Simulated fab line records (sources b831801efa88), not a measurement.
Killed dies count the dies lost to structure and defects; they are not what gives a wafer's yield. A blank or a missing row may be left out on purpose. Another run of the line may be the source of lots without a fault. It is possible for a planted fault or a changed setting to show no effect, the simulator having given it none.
A lot that was struck, set against a sound lot ; flow sfq line ; 42 steps out of a route of 325
Sound: these wafers, L376.1, L376.2, L376.3. Struck: wafer L368.6. (L368.1, L368.2 of the same lot were not struck and are left out.) The cause comes at the end.
Per side, at each step with rows, come the tool, then ch with its chambers, and then its first start. Under that, the readings that differ: sound wafers ; struck wafers ; difference of the means ; sigmas: that difference in standard deviations of wafers without a fault.
alike: readings whose means differ by less than 2 such deviations, and words and numbers that are the same on both sides. not compared: withheld readings, readings that some wafer has no value for, bounds like >300 that may hide the same value, and numbers for which the record gives no deviation and whose values overlap.
The two part at a step that has a row with sigmas, a row that says differs or no value, or rows on one side only. When numbers do not overlap yet have no deviation, they are printed without sigmas and do not part them. Lack of a reading on every wafer of one side parts them only where that side has two or more wafers.

first, 6 steps without rows for these wafers: SFQ_TRILAYER_I1_VIA_LITHO_COAT_054 (resist thk 62 nm); SFQ_TRILAYER_I1_VIA_LITHO_COAT_049 (resist thk 650 nm); SFQ_TRILAYER_I1_VIA_LITHO_SOFTBAKE_053; SFQ_TRILAYER_I1_VIA_LITHO_EXPOSE_050 (exposes mask I1, target cd 500 nm); SFQ_TRILAYER_I1_VIA_LITHO_PEB_052 (peb time 60 s); SFQ_TRILAYER_I1_VIA_LITHO_DEVELOP_051 (time 60 s).
SFQ_I1_OVL_MEAS_913:
  sound: overlay-02 at day 36 05:50; struck: overlay-02 at day 32 15:25
  alike: I1_OVL
then, 1 step without rows for these wafers: SFQ_TRILAYER_I1_VIA_BARC_OPEN_VIA_ETCH_071 (etches BARC in O2, target depth 125 nm, time 41.7 s).
SFQ_TRILAYER_I1_VIA_ETCH_VIA_ETCH_052: etches SiO2 in CHF3, stops on Nb, target depth 260 nm.
  sound on rie diel-03 ch 0,1,2, day 36 05:54; struck on rie diel-04 ch 0, day 32 15:29
  alike: drypump motor current A, oes product au
SFQ_TRILAYER_I1_VIA_STRIP_STRIP_053: strips in O2.
  sound on rie metal-01 ch 0,1, day 36 06:01; struck on rie metal-01 ch 1, day 32 15:36
  alike: drypump motor current A, oes product au
  not compared: rf hours counter h
then, 2 steps without rows for these wafers: SFQ_TRILAYER_I1_VIA_STRIP_SOLV_CLEAN_054 (cleans in NMP, time 600 s); SFQ_TRILAYER_M2_DEP_PRE_CLEAN_056 (time 22.5 s).
SFQ_TRILAYER_M2_DEP_SPUTTER_055: material Nb, target thk 200 nm, time 133.3 s.
  sound: pvd sputter-04 at day 36 06:49; struck: pvd sputter-04 at day 32 16:24
reading;sound;struck;difference;sigmas
model.Nb_of_TRILAYER_M2_DEP_SPUTTER_055.thk nm (nm);201.1 199.5 200;140.8;-59.4;
  alike: cathode dc power W, throttle valve pct
SFQ_M2_RS_MEAS_914: a four-point-probe measurement.
  sound: film metro-04 at day 36 06:55; struck: film metro-04 at day 32 16:29
reading;sound;struck;difference;sigmas
M2_NB_RS (ohm/sq);0.888 0.895 0.892;1.270;+0.378;+50
then, 6 steps without rows for these wafers: SFQ_TRILAYER_M2_LITHO_COAT_062 (resist thk 62 nm); SFQ_TRILAYER_M2_LITHO_COAT_057 (resist thk 600 nm); SFQ_TRILAYER_M2_LITHO_SOFTBAKE_061; SFQ_TRILAYER_M2_LITHO_EXPOSE_058 (exposes mask M2, target cd 500 nm); SFQ_TRILAYER_M2_LITHO_PEB_060 (peb time 60 s); SFQ_TRILAYER_M2_LITHO_DEVELOP_059 (time 60 s).
-- the record jumps here: 5 days lie between the struck wafers' starts before and after --
SFQ_M2_OVL_MEAS_916:
  sound: overlay-01 at day 42 12:41; struck: overlay-01 at day 38 04:26
  alike: M2_OVL
then, 1 step without rows for these wafers: SFQ_TRILAYER_M2_BARC_OPEN_METAL_ETCH_077 (etches BARC in O2, target depth 125 nm, time 41.7 s).
SFQ_TRILAYER_M2_ETCH_METAL_ETCH_060: etches Nb in Cl2/Ar, stops on SiO2, target depth 240 nm, time 120 s.
  sound on rie metal-01 ch 0,1, day 42 12:47; struck on rie metal-04 ch 0, day 38 04:33
reading;sound;struck;difference;sigmas
drypump motor current A (A);5.6 5.4 5.4;6.5;+1.0;+2
oes product au (a.u.);0.900 0.900 0.890;0.741;-0.156;-24
  not compared: rf hours counter h
SFQ_TRILAYER_M2_STRIP_STRIP_061: strips in O2.
  sound on rie metal-01 ch 0,1, day 42 12:55; struck on rie metal-04 ch 0, day 38 04:43
reading;sound;struck;difference;sigmas
drypump motor current A (A);5.6 5.4 5.4;6.4;+0.9;+2
  alike: oes product au
  not compared: rf hours counter h
then, 2 steps without rows for these wafers: SFQ_TRILAYER_M2_STRIP_SOLV_CLEAN_062 (cleans in NMP, time 600 s); SFQ_TRILAYER_I2_DEP_PECVD_063 (deposits SiO2 from SiH4/N2O, time 111.11 s, target thk 500 nm).
SFQ_TRILAYER_I2_CMP_CMP_064: polishes SiO2.
  sound on cmp-01 ch 1,2,3, day 42 14:29; struck on cmp-01 ch 0, day 38 10:41
  alike: motor current A, time to endpoint s
SFQ_I2_BOW_MEAS_917:
  sound: film metro-04 at day 42 16:59; struck: film metro-04 at day 38 11:41
  alike: I2_BOW
then, 7 steps without rows for these wafers: SFQ_TRILAYER_I2_METRO_MEASURE_065; SFQ_TRILAYER_I2_VIA_LITHO_COAT_072 (resist thk 62 nm); SFQ_TRILAYER_I2_VIA_LITHO_COAT_067 (resist thk 650 nm); SFQ_TRILAYER_I2_VIA_LITHO_SOFTBAKE_071; SFQ_TRILAYER_I2_VIA_LITHO_EXPOSE_068 (exposes mask I2, target cd 500 nm); SFQ_TRILAYER_I2_VIA_LITHO_PEB_070 (peb time 60 s); SFQ_TRILAYER_I2_VIA_LITHO_DEVELOP_069 (time 60 s).
-- the record jumps here: 6 days lie between the struck wafers' starts before and after --
SFQ_I2_OVL_MEAS_918:
  sound: overlay-02 at day 49 01:37; struck: overlay-02 at day 44 12:17
  alike: I2_OVL
then, 1 step without rows for these wafers: SFQ_TRILAYER_I2_VIA_BARC_OPEN_VIA_ETCH_096 (etches BARC in O2, target depth 125 nm, time 41.7 s).
SFQ_TRILAYER_I2_VIA_ETCH_VIA_ETCH_070: etches SiO2 in CHF3, stops on Nb, target depth 260 nm.
  sound on rie diel-02 ch 0,1,3, day 49 01:41; struck on rie diel-04 ch 2, day 44 12:22
  alike: drypump motor current A, oes product au
then, 3 steps without rows for these wafers: SFQ_TRILAYER_I2_VIA_STRIP_STRIP_071 (strips in O2); SFQ_TRILAYER_I2_VIA_STRIP_SOLV_CLEAN_072 (cleans in NMP, time 600 s); SFQ_TRILAYER_M3_DEP_PRE_CLEAN_074 (time 22.5 s).
-- the record jumps here: 45 days lie between the struck wafers' starts before and after --
SFQ_M8_BOW_MEAS_951:
  sound: film metro-01 at day 91 16:08; struck: film metro-04 at day 89 21:24
reading;sound;struck;difference;sigmas
model.etest.m2.ohm um;1.766 1.784 1.772;2.527;+0.753;
model.etest.i1.link ohm;1.944 1.952 1.945;2.41;+0.46;
model.etest.m2.ohm sq;0.8851 0.8922 0.8899;1.264;+0.375;
model.etest.i2.link ohm;1.966 1.978 1.97;2.348;+0.377;
  alike: M8_BOW

WHERE THEY PART
First at SFQ_M2_RS_MEAS_914; last, within this record, at SFQ_TRILAYER_M2_STRIP_STRIP_061. Later steps at which nothing parts them and some readings are alike: SFQ_TRILAYER_I2_CMP_CMP_064, SFQ_I2_BOW_MEAS_917, SFQ_I2_OVL_MEAS_918, SFQ_TRILAYER_I2_VIA_ETCH_VIA_ETCH_070, SFQ_M8_BOW_MEAS_951.

WHY: the cause the simulator had injected
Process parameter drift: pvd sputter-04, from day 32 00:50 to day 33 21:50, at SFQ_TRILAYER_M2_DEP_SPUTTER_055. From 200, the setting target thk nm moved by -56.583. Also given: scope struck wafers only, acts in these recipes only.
